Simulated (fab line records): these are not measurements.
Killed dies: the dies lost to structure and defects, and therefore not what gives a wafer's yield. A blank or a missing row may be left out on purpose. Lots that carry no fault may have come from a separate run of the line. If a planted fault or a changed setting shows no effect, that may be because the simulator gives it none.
Matching of chambers	flow gf180mcu	pecvd-03 running GF_MIM_CVD_05: 3 sister chambers
The step deposits Si3N4, target thk 42 nm, time 29.086 s. 18 wafers are shown with their chamber, then 9 later ones without.

== WAFERS PAIRED WITH THEIR CHAMBERS ==
wafer	chamber	heaterPowerW (W)
L684.1	2	705
L684.2	1	547
L684.3	0	606
L685.1	1	537
L685.2	2	664
L685.3	0	688
L687.1	2	675
L687.5	1	503
L687.6	0	588
L690.1	0	625
L690.5	0	629
L690.6	1	536
L691.1	2	757
L691.3	0	594
L691.6	0	589
L692.1	2	770
L692.4	1	549
L692.6	2	782

SIGNATURES (means of the wafers above)
reading	chamber 0	chamber 1	chamber 2	scatter within a chamber
heaterPowerW	617.00	534.40	725.50	38.1
Rule: for each reading, subtract the chamber's mean from the wafer's reading, divide by that reading's scatter and square the result; add these up over the readings and take the root, which gives the wafer's distance from the chamber. If the next closest chamber is less than 2 further off than the closest, the wafer can't be placed; otherwise it belongs to the closest. The scatter is the square root of a quotient: the sum, over the shown wafers, of each reading's squared deviation from its chamber's mean, divided by wafers minus chambers.

== WAFERS WHOSE CHAMBER IS MISSING ==
wafer	heaterPowerW (W)
L696.1	655
L696.3	503
L696.5	501
L697.1	703
L697.3	647
L697.6	635
L702.1	728
L702.3	488
L702.5	476

== WHICH CHAMBER EACH WENT THROUGH ==
wafer	from the rows above	in truth
L696.1	can't be placed: 0 or 2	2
L696.3	1	1
L696.5	1	1
L697.1	can't be placed: 2 or 0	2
L697.3	can't be placed: 0 or 2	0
L697.6	can't be placed: 0 or 2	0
L702.1	2	2
L702.3	1	1
L702.5	1	1
Placed correctly: 5 of 9. Not placeable from these rows: 4 (in 4, the candidates include the true chamber). Placed wrongly: 0.
